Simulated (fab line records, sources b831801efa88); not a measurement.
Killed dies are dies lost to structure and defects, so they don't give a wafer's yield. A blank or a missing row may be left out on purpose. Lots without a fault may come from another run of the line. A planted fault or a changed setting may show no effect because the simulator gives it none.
A struck lot beside a sound one | flow sky130 | 16 steps out of a route of 708
Sound: wafers L323.1, L323.3, L323.6. Struck: wafer L339.4. (L339.1, L339.2 of the same lot were not struck and are left out.) The cause comes at the end.
At each step with rows: each side's tool, then ch and its chambers, then its first start. Under that, the readings that differ: sound wafers | struck wafers | difference of the means | sigmas: that difference in standard deviations of wafers without a fault.
alike: readings whose means differ by less than 2 such deviations, and words and numbers that are the same on both sides. not compared: withheld readings, readings that some wafer has no value for, bounds like >300 that may hide the same value, and numbers for which the record gives no deviation and whose values overlap.
The two part at a step that has a row with sigmas, a row that says differs or no value, or rows on one side only. Numbers that don't overlap but have no deviation are shown without sigmas and don't part them. A reading that every wafer of one side lacks parts them only if that side has two wafers or more.

SKY_VIA1_CMP_02: polishes SiO2.
  sound on cmp-01 ch 1,2, day 33 18:20; struck on cmp-01 ch 1, day 38 23:16
  alike: edge_zone_pressure_frac, motor_current_A
SKY_VIA1_BOW_MEAS_03:
  sound on film_metro-03, day 33 18:38; struck on film_metro-04, day 38 23:34
  alike: VIA1_BOW
then, 8 steps without rows for these wafers: SKY_VIA1_DEHYDRATE_04 (time 60 s); SKY_VIA1_HMDS_05 (prime time 60 s); SKY_VIA1_COAT_06 (resist thk 60 nm); SKY_VIA1_COAT_07 (resist thk 450 nm); SKY_VIA1_SOFTBAKE_08 (time 90 s); SKY_VIA1_EXPOSE_09 (exposes mask VIM, target cd 150 nm); SKY_VIA1_PEB_10; SKY_VIA1_DEVELOP_11 (develop time 60 s).
SKY_VIA1_CD_MEAS_12: target cd 150 nm.
  sound on cd_sem-01, day 34 21:32; struck on cd_sem-01, day 40 00:57
  reading    | sound             | struck | difference | sigmas
  cd_nm (nm) | 149.6 149.2 149.2 | 155.6  | +6.3       | +4
SKY_VIA1_OVL_MEAS_13:
  sound on overlay-01, day 34 21:40; struck on overlay-02, day 40 01:04
  alike: VIA1_OVL
SKY_VIA1_ETCH_14: etches BARC in N2/H2, stops on SiO2, time 45.9 s, target depth 60 nm.
  sound on rie_diel-04 ch 0,1,3, day 34 21:42; struck on rie_diel-04 ch 1, day 40 01:07
  reading                                     | sound             | struck | difference | sigmas
  oes_product_au (a.u.)                       | 0.845 0.854 0.856 | 0.822  | -0.030     | -6
  model.KrF-thick_of_VIA1_COAT_07.thk_nm (nm) | 392.9 393.4 394.4 | 404.9  | +11.3      |
  model.etch.depth_nm (nm)                    | 59.84 59.81 59.9  | 56.26  | -3.59      |
  alike: drypump_motor_current_A, rf_fwd_power_W, throttle_valve_pct
  not compared: rf_hours_counter_h
SKY_VIA1_ETCH_15: etches SiO2 in C4F8/O2/Ar, stops on TiN, target depth 351 nm, time 54 s.
  sound on rie_diel-04 ch 0,1,3, day 34 21:44; struck on rie_diel-04 ch 1, day 40 01:09
  reading                                     | sound             | struck | difference | sigmas
  oes_product_au (a.u.)                       | 0.988 0.976 0.985 | 0.373  | -0.610     | -99 or more
  model.KrF-thick_of_VIA1_COAT_07.thk_nm (nm) | 321.7 323.9 323.9 | 334.7  | +11.5      |
  alike: rf_fwd_power_W
  not compared: rf_hours_counter_h
SKY_VIA1_STRIP_16: strips in O2/N2.
  sound on plasma_asher-01 ch 0,1, day 34 21:47; struck on plasma_asher-02 ch 1, day 40 01:12
  reading                      | sound             | struck | difference | sigmas
  oes_product_au (a.u.)        | 0.419 0.416 0.415 | 0.431  | +0.014     | +3
  strip_time_to_endpoint_s (s) | 4.453 4.453 4.461 | 4.584  | +0.128     | +5
  alike: drypump_motor_current_A
  not compared: rf_hours_counter_h
then, 1 step without rows for these wafers: SKY_VIA1_STRIP_17 (strips in post etch residue remover, time 1200 s).

WHERE THEY PART
First at SKY_VIA1_CD_MEAS_12; last, within this record, at SKY_VIA1_STRIP_16.

WHY: what the simulator had put in
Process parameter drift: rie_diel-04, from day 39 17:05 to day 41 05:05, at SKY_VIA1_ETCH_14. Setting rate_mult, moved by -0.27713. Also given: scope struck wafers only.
